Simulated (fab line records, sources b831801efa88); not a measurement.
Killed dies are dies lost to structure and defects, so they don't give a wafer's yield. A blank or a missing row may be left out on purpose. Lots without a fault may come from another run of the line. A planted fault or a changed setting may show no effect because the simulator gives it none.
Split-lot experiment | flow sfq_line | 5 lots, 27 wafers read, on a route of 325 steps

THE SPLIT
At SFQ_TRILAYER_M8_DEP_EVAP_197 (material Ti, target thk 20 nm, time 100 s), the setting time_s was moved away from the recipe's 100 s on 9 of the 27 wafers read, by -51.5% to +54.3%. The other wafers ran this setting at the recipe's value.

The reading is taken at the split's own step.

THE READING
Ti_of_TRILAYER_M8_DEP_EVAP_197.thk_nm (the simulator's own value, which no gauge read), in nm, at SFQ_TRILAYER_M8_DEP_EVAP_197 (material Ti, target thk 20 nm, time 100 s). The file gives no usual value for it. The 18 wafers here that ran the recipe average 19.866 nm, standard deviation 0.31 nm.

wafer  | tool, chamber at the split | time_s as run, s | against the recipe | Ti_of_TRILAYER_M8_DEP_EVAP_197.thk_nm, nm | against lot-mates on the recipe
L079.1 | pvd_sputter-01, -          | 83.52            | -16.5%             | 16.62                                     | -3.523
L079.2 | pvd_sputter-01, -          | 100              | recipe             | 20.16                                     | -
L079.3 | pvd_sputter-01, -          | 100              | recipe             | 20.24                                     | -
L079.4 | pvd_sputter-01, -          | 100              | recipe             | 20.03                                     | -
L079.5 | pvd_sputter-01, -          | 83.52            | -16.5%             | 17.17                                     | -2.973
L079.6 | pvd_sputter-01, -          | 83.52            | -16.5%             | 16.35                                     | -3.793
L080.1 | pvd_sputter-01, -          | 100              | recipe             | 19.41                                     | -
L080.2 | pvd_sputter-01, -          | 100              | recipe             | 19.58                                     | -
L080.3 | pvd_sputter-01, -          | 100              | recipe             | 19.27                                     | -
L081.1 | pvd_sputter-01, -          | 100              | recipe             | 19.68                                     | -
L081.2 | pvd_sputter-01, -          | 100              | recipe             | 20.07                                     | -
L081.3 | pvd_sputter-01, -          | 100              | recipe             | 19.78                                     | -
L081.4 | pvd_sputter-01, -          | 100              | recipe             | 20.06                                     | -
L081.5 | pvd_sputter-01, -          | 100              | recipe             | 19.82                                     | -
L081.6 | pvd_sputter-01, -          | 100              | recipe             | 20.19                                     | -
L084.1 | pvd_sputter-02, -          | 154.3            | +54.3%             | 30.61                                     | +11.043
L084.2 | pvd_sputter-02, -          | 100              | recipe             | 19.58                                     | -
L084.3 | pvd_sputter-02, -          | 100              | recipe             | 19.58                                     | -
L084.4 | pvd_sputter-02, -          | 154.3            | +54.3%             | 30.79                                     | +11.223
L084.5 | pvd_sputter-02, -          | 100              | recipe             | 19.54                                     | -
L084.6 | pvd_sputter-02, -          | 154.3            | +54.3%             | 30.67                                     | +11.103
L085.1 | pvd_sputter-01, -          | 48.52            | -51.5%             | 9.594                                     | -10.603
L085.2 | pvd_sputter-01, -          | 100              | recipe             | 20.27                                     | -
L085.3 | pvd_sputter-01, -          | 48.52            | -51.5%             | 9.679                                     | -10.518
L085.5 | pvd_sputter-01, -          | 48.52            | -51.5%             | 9.679                                     | -10.518
L085.4 | pvd_sputter-01, -          | 100              | recipe             | 20.19                                     | -
L085.6 | pvd_sputter-01, -          | 100              | recipe             | 20.13                                     | -

THE FIT
A straight line over all 27 wafers: Ti_of_TRILAYER_M8_DEP_EVAP_197.thk_nm changes by +0.199 nm for each +1% of time_s; r = +1.00; the points scatter about the line by 0.29 nm.
The same after taking each lot's own level away (the mean of its wafers on the recipe; 27 wafers): +0.205 nm for each +1%; r = +1.00; scatter 0.16 nm.
On that fit, the largest move of time_s shifts the reading by 11 nm.
The lots' own levels span 19.4200 to 20.1967 nm, that is 2.5 times the standard deviation above.
So the lot-to-lot level changes the slope little: the two slopes agree.
Check: with one of the wafers moved furthest among these (+54.3%) left out of the fit, the line predicts +11.1 nm for it against its lot-mates. It came out at +11 nm against them.

OTHER SPLITS ON THESE WAFERS
These wafers also went through other splits before the reading. Each is held against what the fit with the lots' levels taken away leaves over:
other split on the same wafers                    | wafers away from the commonest value | r with Ti_of_TRILAYER_M8_DEP_EVAP_197.thk_nm (lot level and that fit taken away)
SFQ_TRILAYER_A5C_DEP_PECVD_142 time_s             | 6                                    | +0.02
SFQ_TRILAYER_M6_ETCH_METAL_ETCH_162 time_s        | 9                                    | +0.20
SFQ_TRILAYER_I6_VIA_BARC_OPEN_VIA_ETCH_235 time_s | 12                                   | +0.16

THE FILE'S OWN FIT
Ti_of_TRILAYER_M8_DEP_EVAP_197.thk_nm changes by +0.205 nm for each +1% of time_s, r = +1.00.
